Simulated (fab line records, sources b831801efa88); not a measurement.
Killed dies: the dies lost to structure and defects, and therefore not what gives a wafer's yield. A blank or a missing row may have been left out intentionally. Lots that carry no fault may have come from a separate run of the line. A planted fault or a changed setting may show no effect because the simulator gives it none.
What tool caused it? -- flow gf180mcu -- 12 lots, 36 wafers sampled, at 5 steps of a route of 602

== WHAT THE GAUGES SHOWED, per wafer ==
GF_STI_CD_MEAS_12 targets a cd of 220 nm.
lot,measured,on,cd nm (nm)
L490,day 2 01:52,cd sem-01,217.9 218.9 218.3
L491,day 2 07:52,cd sem-01,221.3 221.3 221.0
L492,day 2 14:07,cd sem-02,221.2 221.9 220.9
L493,day 2 17:47,cd sem-02,218.7 219.0 218.4
L494,day 2 22:04,cd sem-01,220.3 220.1 220.1
L495,day 3 03:19,cd sem-02,218.7 220.3 219.6
L496,day 3 08:01,cd sem-01,221.4 221.2 221.5
L497,day 3 14:47,cd sem-02,220.5 220.6 220.5
L498,day 3 19:14,cd sem-01,219.0 219.2 219.4
L503,day 4 21:21,cd sem-02,219.8 221.1 221.8
L504,day 5 01:28,cd sem-02,220.0 218.7 219.5
L505,day 5 05:49,cd sem-02,222.0 220.7 222.3

GF_MVSD_TW_MEAS_11.
lot,measured,on,MVSD_TW
L490,day 4 14:50,film metro-04,1589 1583 1586
L491,day 4 18:53,film metro-03,1578 1581 1589
L492,day 5 00:54,film metro-04,1568 1571 1564
L493,day 5 04:17,film metro-03,1593 1584 1589
L494,day 5 08:30,film metro-03,1588 1595 1590
L495,day 5 19:11,film metro-04,1587 1571 1582
L496,day 5 21:45,film metro-01,1550 1543 1550
L497,day 6 04:29,film metro-03,1598 1588 1596
L498,day 6 09:25,film metro-01,1554 1554 1561
L503,day 7 16:26,film metro-04,1695 1697 1693
L504,day 7 19:13,film metro-01,1664 1668 1664
L505,day 8 00:58,film metro-04,1702 1693 1694

GF_VT_IMPLANT_RS_MEAS_46: uses a four-point probe to measure.
lot,measured,on,MVSD_RS (ohm/sq)
L490,day 7 18:51,film metro-03,457.7 456.9 457.8
L491,day 7 21:15,film metro-03,455.9 457.1 456.7
L492,day 8 04:47,film metro-01,456.3 457.1 456.9
L493,day 8 09:48,film metro-03,456.5 457.3 458.0
L494,day 8 14:40,film metro-04,456.4 457.8 457.7
L495,day 9 03:10,film metro-01,456.1 456.7 456.1
L496,day 9 04:47,film metro-03,457.6 458.0 458.7
L497,day 9 12:54,film metro-03,456.8 457.2 456.7
L498,day 9 18:58,film metro-01,456.0 455.3 454.8
L503,day 11 06:52,film metro-01,474.7 475.1 475.8
L504,day 11 11:10,film metro-03,478.0 476.6 476.7
L505,day 11 16:51,film metro-04,476.7 478.0 476.5

== TOOL THAT RAN EACH LOT (tool first, then ch and the chambers of the sampled wafers, then the start) ==
lot,GF_LVPWELL_STRIP_10,GF_MVSD_IMPLANT_09
L490,"plasma asher-01 ch 1, day 4 01:25","implanter-04 ch 0, day 4 14:35"
L491,"plasma asher-03 ch 0,1, day 4 05:20","implanter-04 ch 0, day 4 18:38"
L492,"plasma asher-01 ch 0,1, day 4 11:16","implanter-04 ch 0, day 5 00:41"
L493,"plasma asher-01 ch 0,1, day 4 14:22","implanter-04 ch 0, day 5 04:02"
L494,"plasma asher-03 ch 0,1, day 4 18:43","implanter-04 ch 0, day 5 08:16"
L495,"plasma asher-01 ch 0,1, day 5 03:46","implanter-04 ch 0, day 5 18:56"
L496,"plasma asher-03 ch 0,1, day 5 07:24","implanter-03 ch 0, day 5 21:32"
L497,"plasma asher-04 ch 0,1, day 5 13:23","implanter-04 ch 0, day 6 04:14"
L498,"plasma asher-04 ch 0,1, day 5 18:23","implanter-01 ch 0, day 6 09:10"
L503,"plasma asher-03 ch 0,1, day 6 23:26","implanter-01 ch 0, day 7 16:12"
L504,"plasma asher-01 ch 0,1, day 7 02:47","implanter-04 ch 0, day 7 18:59"
L505,"plasma asher-04 ch 0,1, day 7 09:06","implanter-04 ch 0, day 8 00:45"
- GF_LVPWELL_STRIP_10: strips in O2/N2.
- GF_MVSD_IMPLANT_09

== WHAT THE TOOLS THEMSELVES READ (means of the sampled wafers that have a number; where no wafer has one, the mark that the record gives instead) ==
GF_LVPWELL_STRIP_10.
lot,tool,drypump motor current A (A),heater power w (W),oes product au (a.u.),strip time to endpoint s (s)
L490,plasma asher-01,5.6,320,0.726,36.96
L491,plasma asher-03,5.6,302,0.723,36.86
L492,plasma asher-01,5.9,340,0.728,36.91
L493,plasma asher-01,5.9,346,0.720,37.09
L494,plasma asher-03,5.6,293,0.723,36.82
L495,plasma asher-01,6.1,360,0.725,36.89
L496,plasma asher-03,5.6,298,0.721,37.02
L497,plasma asher-04,5.8,330,0.721,37.09
L498,plasma asher-04,5.7,324,0.721,36.92
L503,plasma asher-03,5.6,296,0.724,36.89
L504,plasma asher-01,5.9,341,0.723,37.11
L505,plasma asher-04,5.7,324,0.720,36.81

GF_MVSD_IMPLANT_09.
lot,tool,beam energy keV
L490,implanter-04,100.02
L491,implanter-04,100.03
L492,implanter-04,99.97
L493,implanter-04,100.04
L494,implanter-04,100.06
L495,implanter-04,99.97
L496,implanter-03,100.02
L497,implanter-04,99.99
L498,implanter-01,100.02
L503,implanter-01,100.04
L504,implanter-04,100.03
L505,implanter-04,99.99

== THE ANSWER, worked out from the rows above alone ==
Rule: the usual values come from the lots themselves. The widest of any qualifying gaps counts: lots, ordered by their means at a reading, are off when they make up no more than a third of the lots, leave a main group of 4 or more, and stand apart from it by 3 or more times the standard deviation of that group's means. A main group is skipped when, at the precision printed for the reading in the tables above, its means are all equal. Also off: a lot with no number at a reading for which 4 or more lots have one. All remaining lots with rows at the step are treated as sound. After the gauges, taken in route order, come the tools' own readings; for these a lot's mean is taken, as printed above. The first step at which some lot is off is used, and at that step the reading that is off furthest; a lot without a number counts as furthest.
Off: at GF_MVSD_TW_MEAS_11 (MVSD_TW), L503, L504, L505. Mean 1577 and standard deviation 15 in the main group.
If a tool, at a process step before that reading, ran all the lots that are off and no sound lot after the first of them, it fits. The gauges at GF_MVSD_TW_MEAS_11 are tried like those tools. None of those tried fits.

== WHAT HAD BEEN PUT IN BY THE SIMULATOR ==
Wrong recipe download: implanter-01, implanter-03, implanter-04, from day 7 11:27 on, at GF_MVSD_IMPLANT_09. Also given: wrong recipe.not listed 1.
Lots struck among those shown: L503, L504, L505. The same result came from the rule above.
